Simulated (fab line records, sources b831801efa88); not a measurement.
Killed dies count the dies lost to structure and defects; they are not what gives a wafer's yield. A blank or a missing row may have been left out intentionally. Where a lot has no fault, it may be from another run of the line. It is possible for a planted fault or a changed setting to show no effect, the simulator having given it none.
Which tool did it? + flow gf180mcu + 21 wafers from 7 lots sampled at 3 of the route's 602 steps

== WHAT THE GAUGES SHOWED, per wafer ==
GF_HV_LDD_CD_MEAS_07 targets a cd of 400 nm.
| lot  | measured     | on        | cd_nm (nm)        |
|------|--------------|-----------|-------------------|
| L894 | day 10 15:55 | cd_sem-02 | 400.4 404.3 402.0 |
| L899 | day 12 06:32 | cd_sem-01 | 419.8 417.9 420.1 |
| L902 | day 12 22:35 | cd_sem-01 | 400.3 397.7 396.9 |
| L909 | day 14 21:25 | cd_sem-02 | 406.2 403.8 402.8 |
| L912 | day 15 18:22 | cd_sem-01 | 397.7 396.8 398.1 |
| L914 | day 16 11:34 | cd_sem-01 | 400.8 398.7 401.0 |
| L916 | day 16 21:46 | cd_sem-02 | 400.4 402.6 401.5 |

== WHICH TOOL RAN EACH LOT (tool, then ch and the chambers of the sampled wafers, then the start) ==
| lot  | GF_POLY_GATE_ETCH_13             | GF_HV_LDD_DEVELOP_06              |
|------|----------------------------------|-----------------------------------|
| L894 | rie_si-02 ch 0,3, day 9 20:23    | litho_track-02 ch 0, day 10 15:46 |
| L899 | rie_si-01 ch 0,2,3, day 11 08:20 | litho_track-03 ch 0, day 12 06:24 |
| L902 | rie_si-01 ch 1,2, day 12 00:49   | litho_track-04 ch 0, day 12 22:26 |
| L909 | rie_si-02 ch 1,2,3, day 13 22:17 | litho_track-04 ch 0, day 14 21:16 |
| L912 | rie_si-02 ch 0,1, day 14 19:02   | litho_track-04 ch 0, day 15 18:13 |
| L914 | rie_si-01 ch 0,1,2, day 15 09:56 | litho_track-02 ch 0, day 16 11:25 |
| L916 | rie_si-01 ch 1,2, day 15 20:44   | litho_track-02 ch 0, day 16 21:37 |
- GF_POLY_GATE_ETCH_13: etches poly-Si in HBr/Cl2, stops on SiO2, target depth 198.5 nm, time 69.6 s.
- GF_HV_LDD_DEVELOP_06: develop time 60 s.

== THE ANSWER, worked out from the rows above alone ==
Rule: the usual values come from the lots themselves. Put in order of their means at a reading, lots are off if they are a third of the lots or fewer, leave a main group of 4 or more, and stand apart from it by a gap of 3 or more times the standard deviation of the main group's means; of several such gaps the widest counts. If all means in a main group match to the digits the tables above print for the reading, that group is not used. Also off: a lot with no number at a reading for which 4 or more lots have one. All remaining lots with rows at the step are treated as sound.
Off at GF_HV_LDD_CD_MEAS_07 (cd_nm): L899. The main group: mean 400.7 nm, standard deviation 2.3.
If a tool, at a process step before that reading, ran all the lots that are off and no sound lot after the first of them, it fits. The gauges at GF_HV_LDD_CD_MEAS_07 are tried like those tools. One candidate fits, namely litho_track-03 at GF_HV_LDD_DEVELOP_06. It ran no sound lot before its first lot that is off in this sample, so the start can't be narrowed down.

== WHAT THE SIMULATOR PUT IN ==
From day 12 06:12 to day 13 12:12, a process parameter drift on litho_track-03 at GF_HV_LDD_DEVELOP_06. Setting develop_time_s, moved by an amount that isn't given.
Shown lots that were struck: L899. The rule above reached the same finding.
